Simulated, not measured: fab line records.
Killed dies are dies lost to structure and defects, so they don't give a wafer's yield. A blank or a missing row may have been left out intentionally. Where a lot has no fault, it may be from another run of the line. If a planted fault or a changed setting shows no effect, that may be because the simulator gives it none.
Which of the tools did it?	flow sfq line	21 wafers from 7 lots sampled at 2 of the route's 325 steps

## WHAT THE GAUGES READ, wafer by wafer
SFQ_L0_RS_MEAS_901: measurement is done with a four-point probe.
lot	measured	on	L0_MONX_KI_RS (ohm/sq)
L891	day 1 17:34	film metro-04	43.5 43.1 43.6
L893	day 2 03:34	film metro-04	44.2 42.4 43.5
L895	day 2 13:37	film metro-04	43.2 44.0 43.7
L898	day 3 04:36	film metro-03	43.2 43.7 43.1
L906	day 4 20:34	film metro-03	43.6 43.3 43.7
L909	day 5 11:35	film metro-04	44.6 43.8 43.6
L911	day 5 21:34	film metro-04	44.2 43.3 43.7

## EACH LOT AND THE TOOL THAT RAN IT (in order: tool; ch and the chambers of the sampled wafers; start)
lot	SFQ_TRILAYER_L0_DEP_SPUTTER_003
L891	pvd sputter-04, day 1 17:29
L893	pvd sputter-05, day 2 03:29
L895	pvd sputter-04, day 2 13:29
L898	pvd sputter-05, day 3 04:29
L906	pvd sputter-06, day 4 20:29
L909	pvd sputter-04, day 5 11:29
L911	pvd sputter-05, day 5 21:29
- SFQ_TRILAYER_L0_DEP_SPUTTER_003: material MoNx KI, target thk 40 nm, time 100 s.

## THE ANSWER, worked out from the rows above alone
Rule: usual is defined by the lots themselves. The widest of any qualifying gaps counts: lots, ordered by their means at a reading, are off when they make up no more than a third of the lots, leave a main group of 4 or more, and stand apart from it by 3 or more times the standard deviation of that group's means. A main group whose means are all the same, to the digits that the tables above print for the reading, isn't used. Also off: a lot with no number at a reading for which 4 or more lots have one. The other lots that the step has rows for count as sound.
No lot is off on any of the readings shown, so nothing can be concluded from this.

## WHAT THE SIMULATOR PUT IN
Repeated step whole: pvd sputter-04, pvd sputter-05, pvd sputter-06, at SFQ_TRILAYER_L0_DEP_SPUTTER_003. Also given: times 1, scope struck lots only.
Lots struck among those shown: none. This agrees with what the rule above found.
